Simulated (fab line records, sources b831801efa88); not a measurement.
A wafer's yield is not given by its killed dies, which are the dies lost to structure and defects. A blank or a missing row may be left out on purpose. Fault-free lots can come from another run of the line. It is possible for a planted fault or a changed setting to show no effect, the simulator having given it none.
Which tool was responsible?	flow sky130	11 lots with 33 wafers sampled at 5 steps, on a route of 708 steps

== WHAT THE GAUGES SHOWED, per wafer ==
SKY_LDD_HVN_OVL_MEAS_07. Usual: LDD_HVN_OVL gives -1.3 nm (standard deviation 1.3).
lot	measured	on	LDD_HVN_OVL (nm)	flag
L276	day 20 09:46	overlay-01	-1.0 0.9 0.5	
L277	day 20 13:47	overlay-01	-2.0 -1.9 -1.4	
L280	day 22 03:43	overlay-01	-3.5 -1.8 -0.6	
L286	day 23 23:11	overlay-01	0.5 -0.1 -0.7	
L287	day 24 09:34	overlay-01	-2.2 -1.5 -0.7	
L288	day 24 18:04	overlay-02	0.0 -0.3 0.1	
L291	day 25 12:28	overlay-01	-1.2 -0.9 -2.6	
L294	day 26 21:38	overlay-01	-0.8 0.5 0.5	
L295	day 27 03:25	overlay-02	-1.8 -1.2 -2.0	
L298	day 27 23:20	overlay-01	-1.9 -0.4 -0.2	
L299	day 28 06:08	overlay-02	-1.8 -3.1 -1.3	

SKY_METAL2_RS_MEAS_05: measurement is done with a four-point probe. Usual: METAL2_ALCU_RS gives 0.1269 ohm/sq (standard deviation 0.0015).
lot	measured	on	METAL2_ALCU_RS (ohm/sq)	flag
L276	day 34 04:16	film metro-03	0.1264 0.1237 0.1277	
L277	day 34 12:56	film metro-01	0.1282 0.1284 0.1247	
L280	day 35 18:11	film metro-03	0.1302 0.1272 0.1278	
L286	day 37 08:22	film metro-03	0.1262 0.1276 0.1279	
L287	day 37 13:39	film metro-01	0.1480 0.1274 0.1457	OFF
L288	day 37 20:46	film metro-04	0.1439 0.1442 0.1268	OFF
L291	day 38 15:08	film metro-04	0.1262 0.1251 0.1228	
L294	day 39 19:04	film metro-03	0.1262 0.1248 0.1257	
L295	day 39 23:43	film metro-01	0.1268 0.1272 0.1286	
L298	day 40 16:58	film metro-03	0.1276 0.1272 0.1272	
L299	day 40 23:28	film metro-04	0.1274 0.1272 0.1271	

SKY_METAL2_THK_MEAS_06: measures by xrf. Usual: METAL2_ALCU_THK gives 247.9 nm (standard deviation 3).
lot	measured	on	METAL2_ALCU_THK (nm)	flag
L276	day 34 04:22	film metro-03	246.3 252.7 246.7	
L277	day 34 13:01	film metro-01	249.3 249.0 251.9	
L280	day 35 18:19	film metro-03	239.5 245.0 245.4	
L286	day 37 08:28	film metro-03	248.0 244.1 244.1	
L287	day 37 13:46	film metro-01	215.5 250.1 218.8	OFF
L288	day 37 20:53	film metro-04	221.5 220.6 248.9	OFF
L291	day 38 15:14	film metro-04	250.6 254.2 255.6	
L294	day 39 19:10	film metro-03	247.4 247.4 247.5	
L295	day 39 23:50	film metro-01	250.2 247.4 246.3	
L298	day 40 17:05	film metro-03	247.4 246.4 246.1	
L299	day 40 23:35	film metro-04	248.3 249.8 249.3	

== WHICH TOOL RAN EACH LOT (tool, then ch and the chambers of the sampled wafers, then the start) ==
lot	SKY_METAL1_SPUTTER_04	SKY_METAL2_SPUTTER_02
L276	pvd sputter-02, day 31 19:26	pvd sputter-04, day 34 04:08
L277	pvd sputter-03, day 32 00:33	pvd sputter-01, day 34 12:47
L280	pvd sputter-03, day 33 09:38	pvd sputter-03, day 35 18:06
L286	pvd sputter-03, day 35 01:26	pvd sputter-01, day 37 08:13
L287	pvd sputter-02, day 35 07:14	pvd sputter-01, day 37 13:34
L288	pvd sputter-03, day 35 14:32	pvd sputter-01, day 37 20:41
L291	pvd sputter-03, day 36 07:54	pvd sputter-03, day 38 15:01
L294	pvd sputter-03, day 37 12:12	pvd sputter-03, day 39 18:56
L295	pvd sputter-01, day 37 16:11	pvd sputter-04, day 39 23:38
L298	pvd sputter-01, day 38 10:34	pvd sputter-04, day 40 16:52
L299	pvd sputter-01, day 38 17:29	pvd sputter-01, day 40 23:23
- SKY_METAL1_SPUTTER_04: material TiN, target thk 70 nm, time 58.3 s.
- SKY_METAL2_SPUTTER_02: material AlCu, target thk 250 nm, time 13.3 s.

== WHAT THE TOOLS THEMSELVES READ (means of the sampled wafers that have a number; where no wafer has one, the mark that the record gives instead) ==
SKY_METAL1_SPUTTER_04. Usual: throttle valve pct reads 30.0 % (standard deviation 0.94).
lot	tool	throttle valve pct (%)	flag
L276	pvd sputter-02	29.8	
L277	pvd sputter-03	29.9	
L280	pvd sputter-03	29.4	
L286	pvd sputter-03	30.1	
L287	pvd sputter-02	30.4	
L288	pvd sputter-03	29.7	
L291	pvd sputter-03	31.0	
L294	pvd sputter-03	30.5	
L295	pvd sputter-01	28.9	
L298	pvd sputter-01	29.4	
L299	pvd sputter-01	29.7	

SKY_METAL2_SPUTTER_02. Usual: throttle valve pct reads 30.0 % (standard deviation 1).
lot	tool	throttle valve pct (%)	flag
L276	pvd sputter-04	31.2	
L277	pvd sputter-01	30.0	
L280	pvd sputter-03	29.3	
L286	pvd sputter-01	30.0	
L287	pvd sputter-01	30.0	
L288	pvd sputter-01	29.3	
L291	pvd sputter-03	30.0	
L294	pvd sputter-03	30.4	
L295	pvd sputter-04	31.4	
L298	pvd sputter-04	31.5	
L299	pvd sputter-01	30.5	

== THE ANSWER, worked out from the rows above alone ==
Rule: lot off if the mean of its wafers having a number is beyond 3 standard deviations from the usual mean. A lot without any number at a reading at which 4 lots or more have one is off too. The other lots that the step has rows for count as sound. The gauges are gone through in route order, then the tools' own readings, and for those a lot's mean is taken as printed above. The first step at which some lot is off is used, and at that step the reading that is off furthest; a lot without a number counts as furthest.
Off: L287, L288, seen at SKY_METAL2_RS_MEAS_05 (METAL2_ALCU_RS).
If a tool, at a process step before that reading, ran all the lots that are off and no sound lot after the first of them, it fits. The gauges at SKY_METAL2_RS_MEAS_05 are tried like those tools. Not one of the candidates tried fits.

== WHAT THE SIMULATOR HAD PUT IN ==
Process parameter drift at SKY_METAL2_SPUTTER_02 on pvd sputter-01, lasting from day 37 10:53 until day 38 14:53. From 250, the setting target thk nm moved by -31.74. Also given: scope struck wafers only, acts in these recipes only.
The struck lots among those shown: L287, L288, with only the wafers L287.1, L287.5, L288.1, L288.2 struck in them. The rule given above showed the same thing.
